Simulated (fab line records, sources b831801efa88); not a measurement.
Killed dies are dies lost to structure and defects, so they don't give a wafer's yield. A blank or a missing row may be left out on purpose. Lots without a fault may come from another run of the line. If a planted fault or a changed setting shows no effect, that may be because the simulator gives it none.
fab line records	flow sky130
record lots=6	wafers=18	lastDay=50
route steps=708 shown VT_ADJUST_LVTN@104 VT_ADJUST_NCORE@119 PAD_OPEN@708
lots that met no fault: from a run of the same line without faults
startH: the number of hours between the record's first day and the start of the first shown wafer of the lot	waitH: hours elapsed since this lot's preceding step	" unchanged from the row above	L1.1+2: a single row standing in for several wafers	- value missing, or start not given	* or withheld: withheld	< > ~ a bound
route shown NAME@n: a module of which the file shows steps, and the number in the route of the first	usual: average and standard deviation across the fault-free wafers	same: alike in all rows	chamber/n: place in a boat	sites: each site's reading	_std_site: how widely they spread, as a standard deviation	_edge_site: the outer-site mean with the inner-site mean subtracted	radiusMm: how far each site lies from the wafer's centre	mask NAME#n: copy n	behind: tool/chamber where the wafer was last shaped	hold: what put the lot on hold/how long, in hours/how the hold closed	device: which transistor (n, p or np) failed to switch	end of line: the same wafers' tests at the end of the route	where a step has no rows: the recipe by itself	killed: not the wafer's yield, but the dies lost to structure and defects at the first sort	map: the dies of a wafer, with x for killed, . for not killed, _ for no die there
set.NAME: the setting that was run; set.NAME@STEP: the one run at that earlier step	model.NAME: the simulator's own value behind a step, which no gauge read
certain route steps with their lots: each step a table, each wafer a row
services: a tool's chamber out of use, with start hour (startH, from the record's first day; less than 0 if before it), hours out, and reason
## steps
# step SKY_VT_ADJUST_LVTN_OVL_MEAS_07
# usual VT_ADJUST_LVTN_OVL=0.1/1.6
lot.wafer	tool	chamber	startH	waitH	VT_ADJUST_LVTN_OVL[nm]
L290.2	overlay-02	-	162.07	-	-0.7
L290.3	"	-	"	"	-1.4
L290.6	"	-	"	"	-0.2
L291.1	overlay-01	-	170.51	-	-1.4
L291.2	"	-	"	"	-0.7
L291.3	"	-	"	"	-0.9
L296.1	overlay-02	-	202.91	-	-0.5
L296.2	"	-	"	"	-0.1
L296.3	"	-	"	"	-0.2
L297.2	overlay-01	-	208.52	-	-2.6
L297.5	"	-	"	"	-2.0
L297.6	"	-	"	"	-2.3
L302.1	overlay-01	-	240.60	-	-2.6
L302.2	"	-	"	"	-2.4
L302.4	"	-	"	"	-2.7
L310.1	overlay-01	-	290.15	-	2.1
L310.2	"	-	"	"	1.9
L310.3	"	-	"	"	2.8
# step SKY_VT_ADJUST_LVTN_IMPLANT_08
# recipe species=B	energyKev=30	doseCm2=1.57e+12	tiltDeg=withheld
# step SKY_VT_ADJUST_LVTN_STRIP_09
# recipe chemistry=O2/N2	powerW=1400	pressureMtorr=1500	platenTempC=withheld	o2FlowSccm=3000	n2FlowSccm=300	overashFraction=0.5
# usual drypumpMotorCurrentA=5.60/0.25	oesProductAu=0.722/0.0043	stripTimeToEndpointS=36.89/0.11
lot.wafer	tool	chamber	startH	waitH	drypumpMotorCurrentA	oesProductAu	rfHoursCounterH	stripTimeToEndpointS
L290.2	plasmaAsher-02	0	162.25	0.1	5.57	0.728	4	36.77
L290.3	"	0	"	"	5.57	0.729	-	36.86
L290.6	"	0	"	"	5.55	0.720	-	36.87
L291.1	plasmaAsher-03	0	170.70	0.1	5.16	0.719	49	36.75
L291.2	"	1	"	"	6.00	0.719	49	36.89
L291.3	"	1	"	"	6.01	0.719	-	36.75
L296.1	plasmaAsher-02	0	203.09	0.1	5.57	0.721	8	36.75
L296.2	"	1	"	"	5.46	0.721	8	36.76
L296.3	"	1	"	"	5.43	0.724	-	36.78
L297.2	plasmaAsher-02	0	208.70	0.1	5.59	0.721	9	37.11
L297.5	"	0	"	"	5.59	0.724	-	37.02
L297.6	"	1	"	"	5.47	0.723	-	36.91
L302.1	plasmaAsher-03	1	240.79	0.1	6.01	0.724	56	36.99
L302.2	"	0	"	"	5.15	0.718	56	36.86
L302.4	"	1	"	"	6.01	0.723	-	36.94
L310.1	plasmaAsher-04	0	290.34	0.1	5.63	0.716	59	36.87
L310.2	"	1	"	"	5.91	0.725	59	36.84
L310.3	"	0	"	"	5.62	0.725	-	36.93
# step SKY_VT_ADJUST_LVTN_TW_MEAS_10
# usual VT_ADJUST_LVTN_TW=240.4/2.1
lot.wafer	tool	chamber	startH	waitH	VT_ADJUST_LVTN_TW
L290.2	filmMetro-02	-	162.36	0.1	240.2
L290.3	"	-	"	"	240.5
L290.6	"	-	"	"	241.6
L291.1	filmMetro-04	-	170.80	0.1	239.4
L291.2	"	-	"	"	239.5
L291.3	"	-	"	"	238.9
L296.1	filmMetro-04	-	203.19	0.1	238.6
L296.2	"	-	"	"	238.1
L296.3	"	-	"	"	237.8
L297.2	filmMetro-03	-	208.81	0.1	243.6
L297.5	"	-	"	"	244.0
L297.6	"	-	"	"	243.4
L302.1	filmMetro-02	-	240.89	0.1	239.6
L302.2	"	-	"	"	240.1
L302.4	"	-	"	"	240.0
L310.1	filmMetro-02	-	290.44	0.1	239.9
L310.2	"	-	"	"	239.1
L310.3	"	-	"	"	239.1
# step SKY_VT_ADJUST_LVTN_DEHYDRATE_11
# recipe tempC=200	timeS=60
# step SKY_VT_ADJUST_LVTN_HMDS_12
# recipe primeTimeS=60	primeTempC=120
# step SKY_VT_ADJUST_LVTN_COAT_13
# recipe resist=NOVOLAK	spinRpm=3000	resistThkNm=1140
# step SKY_VT_ADJUST_LVTN_SOFTBAKE_14
# recipe tempC=90	timeS=60	resist=NOVOLAK
# step SKY_VT_ADJUST_LVTN_EXPOSE_15
# recipe maskId=HVN_STD_DERIVED	na=0.6	sourceShape=conventional	sigmaOuter=0.6	polarization=unpolarized	targetCdNm=600	doseMj=163
# step SKY_VT_ADJUST_LVTN_PEB_16
# recipe tempC=withheld	timeS=*	resist=NOVOLAK
# step SKY_VT_ADJUST_LVTN_DEVELOP_17
# recipe resist=NOVOLAK	developer=TMAH	developTimeS=60	devTempC=23
# step SKY_VT_ADJUST_LVTN_OVL_MEAS_18
# usual VT_ADJUST_LVTN_01_OVL=-0.3/1.4
lot.wafer	tool	chamber	startH	waitH	VT_ADJUST_LVTN_01_OVL[nm]
L290.2	overlay-02	-	183.26	0.1	-0.8
L290.3	"	-	"	"	1.8
L290.6	"	-	"	"	-2.3
L291.1	overlay-02	-	191.61	0.1	-2.1
L291.2	"	-	"	"	-1.8
L291.3	"	-	"	"	-1.2
L296.1	overlay-01	-	224.31	0.1	-0.4
L296.2	"	-	"	"	-0.2
L296.3	"	-	"	"	-1.6
L297.2	overlay-01	-	229.87	0.1	-1.0
L297.5	"	-	"	"	-0.2
L297.6	"	-	"	"	0.9
L302.1	overlay-02	-	263.46	0.1	0.8
L302.2	"	-	"	"	1.0
L302.4	"	-	"	"	0.4
L310.1	overlay-01	-	316.40	0.1	-1.5
L310.2	"	-	"	"	-1.0
L310.3	"	-	"	"	-3.3
# step SKY_VT_ADJUST_LVTN_IMPLANT_19
# recipe species=B	energyKev=30	doseCm2=6.5e+11	tiltDeg=withheld
# usual beamOnS=10.00/0.19	doseIonsCm2=6.5e+11/6.8e+08	faradayCurrentUA=3.67/0.07
lot.wafer	tool	chamber	startH	waitH	beamOnS	doseIonsCm2	faradayCurrentUA
L290.2	implanter-01	0	183.32	0.0	10.18	6.5e+11	3.61
L290.3	"	0	"	"	10.19	6.49e+11	3.62
L290.6	"	0	"	"	9.63	6.496e+11	3.81
L291.1	implanter-03	0	191.65	0.0	9.82	6.508e+11	3.74
L291.2	"	0	"	"	10.08	6.504e+11	3.62
L291.3	"	0	"	"	9.95	6.511e+11	3.68
L296.1	implanter-03	0	224.35	0.0	10.06	8.621e+11	4.84
L296.2	"	0	"	"	9.95	8.633e+11	4.89
L296.3	"	0	"	"	9.86	8.626e+11	4.91
L297.2	implanter-03	0	229.92	0.0	10.04	8.63e+11	4.84
L297.5	"	0	"	"	9.73	8.622e+11	4.99
L297.6	"	0	"	"	9.80	8.633e+11	4.94
L302.1	implanter-04	0	263.49	0.0	10.02	6.498e+11	3.67
L302.2	"	0	"	"	9.90	6.504e+11	3.71
L302.4	"	0	"	"	9.81	6.502e+11	3.73
L310.1	implanter-01	0	316.44	0.0	10.17	6.492e+11	3.59
L310.2	"	0	"	"	9.97	6.495e+11	3.67
L310.3	"	0	"	"	10.27	6.5e+11	3.55
# step SKY_VT_ADJUST_LVTN_STRIP_20
# recipe chemistry=O2/N2	powerW=1400	pressureMtorr=1500	platenTempC=withheld	o2FlowSccm=3000	n2FlowSccm=300	overashFraction=0.5
# usual drypumpMotorCurrentA=5.64/0.28	oesProductAu=0.715/0.0046	stripTimeToEndpointS=14.16/0.045
lot.wafer	tool	chamber	startH	waitH	drypumpMotorCurrentA	oesProductAu	rfHoursCounterH	stripTimeToEndpointS
L290.2	plasmaAsher-03	0	183.44	0.1	5.14	0.713	50	14.15
L290.3	"	0	"	"	5.13	0.713	-	14.18
L290.6	"	0	"	"	5.11	0.716	-	14.21
L291.1	plasmaAsher-04	0	191.80	0.1	5.64	0.721	50	14.14
L291.2	"	1	"	"	5.92	0.721	50	14.18
L291.3	"	0	"	"	5.64	0.712	-	14.18
L296.1	plasmaAsher-02	0	224.50	0.1	5.54	0.721	10	14.13
L296.2	"	1	"	"	5.47	0.721	10	14.13
L296.3	"	1	"	"	5.44	0.715	-	14.13
L297.2	plasmaAsher-02	1	230.05	0.1	5.47	0.714	11	14.17
L297.5	"	0	"	"	5.54	0.714	-	14.23
L297.6	"	1	"	"	5.48	0.712	-	14.18
L302.1	plasmaAsher-04	0	263.64	0.1	5.61	0.704	57	14.16
L302.2	"	1	"	"	5.93	0.717	57	14.19
L302.4	"	0	"	"	5.61	0.719	-	14.14
L310.1	plasmaAsher-03	1	316.59	0.1	6.02	0.715	63	14.15
L310.2	"	0	"	"	5.09	0.717	63	14.17
L310.3	"	1	"	"	6.02	0.723	-	14.10
# step SKY_VT_ADJUST_LVTN_TW_MEAS_21
# usual VT_ADJUST_LVTN_2_TW=187.1/1.8
lot.wafer	tool	chamber	startH	waitH	VT_ADJUST_LVTN_2_TW
L290.2	filmMetro-04	-	183.55	0.1	185.7
L290.3	"	-	"	"	185.2
L290.6	"	-	"	"	186.2
L291.1	filmMetro-02	-	191.90	0.1	187.1
L291.2	"	-	"	"	186.3
L291.3	"	-	"	"	185.5
L296.1	filmMetro-02	-	224.60	0.1	202.8
L296.2	"	-	"	"	203.1
L296.3	"	-	"	"	202.4
L297.2	filmMetro-02	-	230.16	0.1	203.5
L297.5	"	-	"	"	202.4
L297.6	"	-	"	"	202.3
L302.1	filmMetro-03	-	263.74	0.1	189.6
L302.2	"	-	"	"	189.6
L302.4	"	-	"	"	189.7
L310.1	filmMetro-03	-	316.69	0.1	190.1
L310.2	"	-	"	"	189.9
L310.3	"	-	"	"	189.7
# step SKY_VT_ADJUST_NCORE_DEHYDRATE_00
# recipe tempC=200	timeS=60
# step SKY_PAD_OPEN_PROBE_99
# usual killed_at_M0_to_M3=43/7.9	killed_at_M4_up=2.9/1.8	killedAtContacts=24/5.5	killedAtFrontEnd=15/4.2	killedAtOther=0.2/0.46	killedDies=86/11	killedOnRim=17/4.1	killedOpen=47/8.1	killedShort=39/6.4
# same grossDies=492	killedAtBackSide=0
lot.wafer	tool	chamber	startH	waitH	killed_at_M0_to_M3	killed_at_M4_up	killedAtContacts	killedAtFrontEnd	killedAtOther	killedDies	killedOnRim	killedOpen	killedShort	model.etest.resPwellUnderGate.rsOhmSq	model.etest.nfetG5v0d10v5.bodyRiseV	model.etest.nfet_16v.bodyRiseV	model.etest.nfetG5v0d10v5.vtSatV	model.etest.nfetG5v0d10v5.vtV
L290.2	prober-02	-	1100.25	0.1	33	3	14	20	0	70	15	43	27	2295	0.6794	0.6771	0.7748	0.8304
L290.3	prober-02	-	1100.30	0.2	39	5	20	12	0	76	16	40	36	2286	0.6677	0.6646	0.764	0.8206
L290.6	prober-02	-	1100.45	0.2	43	4	23	11	1	82	15	45	37	2301	0.6804	0.6812	0.7672	0.8232
L291.1	prober-01	-	1111.16	0.1	40	5	29	16	0	90	25	47	43	2273	0.648	0.6461	0.7402	0.7992
L291.2	prober-01	-	1111.21	0.1	32	4	27	12	0	75	21	48	27	2283	0.6279	0.6289	0.7359	0.7939
L291.3	prober-01	-	1111.26	0.2	37	0	25	13	0	75	15	36	39	2266	0.6417	0.6376	0.746	0.8019
L296.1	prober-02	-	1135.41	0.1	50	2	22	13	0	87	13	53	34	2250	0.7137	0.7101	0.792	0.8462
L296.2	prober-02	-	1135.46	0.1	50	6	27	10	0	93	19	49	44	2248	0.6997	0.6981	0.7683	0.8217
L296.3	prober-02	-	1135.51	0.2	35	2	32	11	0	80	19	55	25	2260	0.7	0.701	0.7785	0.8322
L297.2	prober-01	-	1149.38	0.1	37	9	31	24	0	101	14	49	52	2274	0.7021	0.7015	0.7896	0.8404
L297.5	prober-01	-	1149.53	0.2	38	2	26	9	0	75	21	30	45	2244	0.6969	0.697	0.7874	0.8384
L297.6	prober-01	-	1149.58	0.2	44	5	22	11	0	82	15	40	42	2258	0.7027	0.7025	0.7937	0.8486
L302.1	prober-02	-	1168.88	0.1	51	1	22	17	1	92	19	50	42	2282	0.663	0.6619	0.7719	0.8273
L302.2	prober-02	-	1168.93	0.1	56	7	18	17	0	98	22	48	50	2284	0.6519	0.6515	0.7563	0.8135
L302.4	prober-02	-	1169.03	0.2	52	4	22	12	0	90	18	49	41	2301	0.654	0.6508	0.7528	0.811
L310.1	prober-02	-	1200.66	0.1	34	2	16	18	0	70	17	31	39	2285	0.6661	0.6633	0.7656	0.8229
L310.2	prober-02	-	1200.71	0.1	38	1	24	16	0	79	13	40	39	2277	0.6593	0.6586	0.7588	0.8153
L310.3	prober-02	-	1200.76	0.2	37	1	24	19	0	81	14	42	39	2284	0.6587	0.6586	0.7513	0.8048
# killed by level:class
L290.2 VIA1:geometricParticle:open=9 VIA2:geometricParticle:open=8 FIELD_ISO:geometricParticle:open=6 METAL2:geometricParticle:short=6 LI_CONTACT:geometricParticle:open=5 CONTACT:geometricParticle:open=4 FIELD_ISO:geometricParticle:short=3 METAL4:geometricParticle:short=3
L290.3 VIA1:geometricParticle:open=10 CONTACT:geometricParticle:open=7 METAL2:geometricParticle:short=6 VIA2:geometricParticle:open=6 LI_CONTACT:geometricParticle:open=5 CONTACT:geometricParticle:short=4 VIA1:geometricParticle:short=4 VIA2:geometricParticle:short=4
L290.6 VIA1:geometricParticle:open=11 VIA2:geometricParticle:open=8 LOCAL_INTERCONNECT:geometricParticle:short=7 CONTACT:geometricParticle:open=7 METAL1:geometricParticle:open=5 VIA3:geometricParticle:open=5 METAL1:geometricParticle:short=4 CONTACT:geometricParticle:short=4
L291.1 VIA1:geometricParticle:open=14 CONTACT:geometricParticle:open=11 VIA1:geometricParticle:short=8 FIELD_ISO:geometricParticle:short=7 LI_CONTACT:geometricParticle:open=7 CONTACT:geometricParticle:short=6 FIELD_ISO:geometricParticle:open=4 VIA2:geometricParticle:open=4
L291.2 CONTACT:geometricParticle:open=14 POLY_GATE:geometricParticle:open=6 VIA1:geometricParticle:open=6 VIA2:geometricParticle:open=6 LI_CONTACT:geometricParticle:open=5 FIELD_ISO:geometricParticle:open=4 METAL2:geometricParticle:short=4 CONTACT:geometricParticle:short=4
L291.3 CONTACT:geometricParticle:short=6 LOCAL_INTERCONNECT:geometricParticle:short=6 CONTACT:geometricParticle:open=6 VIA1:geometricParticle:open=6 VIA3:geometricParticle:open=6 LI_CONTACT:geometricParticle:open=5 METAL1:geometricParticle:short=5 VIA2:geometricParticle:open=5
L296.1 VIA1:geometricParticle:open=13 CONTACT:geometricParticle:open=8 VIA3:geometricParticle:open=8 METAL2:geometricParticle:short=6 VIA2:geometricParticle:open=6 FIELD_ISO:geometricParticle:open=5 LI_CONTACT:geometricParticle:open=5 LI_CONTACT:geometricParticle:short=4
L296.2 CONTACT:geometricParticle:open=12 METAL2:geometricParticle:short=10 VIA2:geometricParticle:open=8 VIA1:geometricParticle:open=8 LI_CONTACT:geometricParticle:open=6 METAL1:geometricParticle:short=6 METAL3:geometricParticle:short=6 VIA3:geometricParticle:open=6
L296.3 CONTACT:geometricParticle:open=13 VIA1:geometricParticle:open=8 LI_CONTACT:geometricParticle:open=8 VIA3:geometricParticle:open=8 CONTACT:geometricParticle:short=6 METAL2:geometricParticle:short=6 VIA2:geometricParticle:open=6 FIELD_ISO:geometricParticle:open=4
L297.2 CONTACT:geometricParticle:open=9 CONTACT:geometricParticle:short=9 POLY_GATE:geometricParticle:open=8 VIA1:geometricParticle:open=8 METAL4:geometricParticle:short=8 VIA2:geometricParticle:open=7 FIELD_ISO:geometricParticle:open=6 LOCAL_INTERCONNECT:geometricParticle:short=5
L297.5 CONTACT:geometricParticle:open=9 VIA1:geometricParticle:short=9 METAL2:geometricParticle:short=7 CONTACT:geometricParticle:short=6 VIA1:geometricParticle:open=6 LI_CONTACT:geometricParticle:open=5 LOCAL_INTERCONNECT:geometricParticle:short=5 METAL3:geometricParticle:short=5
L297.6 VIA1:geometricParticle:open=12 LI_CONTACT:geometricParticle:open=8 VIA1:geometricParticle:short=8 CONTACT:geometricParticle:open=6 METAL2:geometricParticle:short=6 FIELD_ISO:geometricParticle:short=4 CONTACT:geometricParticle:short=4 METAL1:geometricParticle:short=4
L302.1 VIA2:geometricParticle:open=10 VIA1:geometricParticle:open=9 CONTACT:geometricParticle:open=7 CONTACT:geometricParticle:short=6 VIA3:geometricParticle:open=6 POLY_GATE:geometricParticle:short=5 VIA2:geometricParticle:short=5 FIELD_ISO:geometricParticle:open=4
L302.2 VIA1:geometricParticle:short=11 VIA1:geometricParticle:open=10 METAL1:geometricParticle:short=9 VIA3:geometricParticle:open=7 POLY_GATE:geometricParticle:open=7 CONTACT:geometricParticle:open=7 METAL4:geometricParticle:short=6 VIA2:geometricParticle:open=6
L302.4 VIA1:geometricParticle:open=14 METAL1:geometricParticle:short=8 VIA2:geometricParticle:open=7 VIA3:geometricParticle:open=6 LI_CONTACT:geometricParticle:open=6 CONTACT:geometricParticle:open=6 VIA2:geometricParticle:short=5 FIELD_ISO:geometricParticle:short=4
L310.1 FIELD_ISO:geometricParticle:short=11 METAL1:geometricParticle:short=6 VIA3:geometricParticle:open=6 LI_CONTACT:geometricParticle:open=5 FIELD_ISO:geometricParticle:open=4 CONTACT:geometricParticle:open=4 VIA1:geometricParticle:short=4 VIA1:geometricParticle:open=4
L310.2 METAL1:geometricParticle:short=8 CONTACT:geometricParticle:open=7 VIA3:geometricParticle:open=7 FIELD_ISO:geometricParticle:open=6 CONTACT:geometricParticle:short=6 METAL3:geometricParticle:short=6 LI_CONTACT:geometricParticle:open=5 FIELD_ISO:geometricParticle:short=4
L310.3 CONTACT:geometricParticle:open=8 VIA1:geometricParticle:open=6 VIA2:geometricParticle:open=6 LI_CONTACT:geometricParticle:open=5 LOCAL_INTERCONNECT:geometricParticle:short=5 VIA1:geometricParticle:short=5 VIA3:geometricParticle:open=5 POLY_GATE:geometricParticle:open=4
## services
tool	chamber	startH	hours	kind
implanter-03	-	159.20	4.5	repair
implanter-04	-	194.54	6.0	pm
implanter-03	-	198.47	3.7	repair
implanter-04	-	224.18	2.9	repair
implanter-04	-	240.86	9.3	repair
implanter-01	-	242.58	1.7	repair
implanter-04	-	253.94	2.6	repair
plasmaAsher-02	-	270.69	1.2	repair
implanter-03	-	279.64	5.3	repair
implanter-01	-	280.40	0.6	repair
implanter-04	-	311.86	3.2	repair
## key
firstSign step=SKY_VT_ADJUST_LVTN_IMPLANT_19	reading=doseIonsCm2	direction=up	sigmas=99+	usual=*	struck=*
effect step=SKY_VT_ADJUST_LVTN_IMPLANT_19	reading=faradayCurrentUA	direction=up	sigmas=18	usual=3.67	struck=4.90
effect step=SKY_VT_ADJUST_LVTN_TW_MEAS_21	reading=VT_ADJUST_LVTN_2_TW	direction=up	sigmas=8.9	usual=187.1	struck=202.7
modelEffect step=SKY_PAD_OPEN_PROBE_99	value=etest.resPwellUnderGate.rsOhmSq	without=2294	struck=2256
metAt SKY_VT_ADJUST_LVTN_IMPLANT_19
struckWafers L296.1,L296.2,L296.3,L297.2,L297.5,L297.6
testerLeftOut L296,L297
onsetBetween 191.65 224.35
fault kind=processParameterDrift	tool=implanter-03	chamber=-	onsetH=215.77	steps=SKY_VT_ADJUST_LVTN_IMPLANT_19	channel=doseCm2	offset=*	shape=step	endH=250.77	actsIn=*	stated=*
# testerLeftOut: of these lots the tester's yield and bins aren't shown, on N5 and GAA mostly nor the transistor test; their killed dies are dies lost to structure and defects alone, not to doping, threshold or leakage, so they don't give the yield
